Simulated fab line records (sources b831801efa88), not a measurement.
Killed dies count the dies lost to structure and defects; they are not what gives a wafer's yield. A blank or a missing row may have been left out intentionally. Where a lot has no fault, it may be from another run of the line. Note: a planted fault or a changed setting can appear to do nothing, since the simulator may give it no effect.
The tool behind it: which one? + flow sky130 + 6 lots (18 wafers sampled), 1 step of a 708-step route

== WHAT EACH GAUGE READ, for each wafer ==
SKY_METAL1_CD_MEAS_15: the cd target is 140 nm.
| lot  | measured     | on        | cd-nm (nm)        |
|------|--------------|-----------|-------------------|
| L791 | day 34 06:54 | cd-sem-01 | 140.3 140.8 140.7 |
| L793 | day 35 06:04 | cd-sem-02 | 137.7 138.3 138.1 |
| L796 | day 35 17:01 | cd-sem-02 | 139.4 139.5 139.3 |
| L798 | day 36 15:56 | cd-sem-02 | 141.0 140.7 141.1 |
| L805 | day 38 18:59 | cd-sem-02 | 141.0 140.4 141.5 |
| L810 | day 39 23:36 | cd-sem-02 | 140.1 139.4 140.0 |

== EACH LOT AND THE TOOL THAT RAN IT (in order: tool; ch and the chambers of the sampled wafers; start) ==
Before these readings, the record contains no process step.

== THE ANSWER, worked out from the rows above alone ==
Rule: what is usual is taken from the lots themselves. Put in order of their means at a reading, lots are off if they are a third of the lots or fewer, leave a main group of 4 or more, and stand apart from it by a gap of 3 or more times the standard deviation of the main group's means; of several such gaps the widest counts. Not used: any main group whose means are identical at the precision the tables above print for the reading. Also off: a lot with no number at a reading for which 4 or more lots have one. Any other lot the step has rows for is counted as sound.
Nothing can be told from this: no lot is off at any reading shown.

== WHAT THE SIMULATOR HAD PUT IN ==
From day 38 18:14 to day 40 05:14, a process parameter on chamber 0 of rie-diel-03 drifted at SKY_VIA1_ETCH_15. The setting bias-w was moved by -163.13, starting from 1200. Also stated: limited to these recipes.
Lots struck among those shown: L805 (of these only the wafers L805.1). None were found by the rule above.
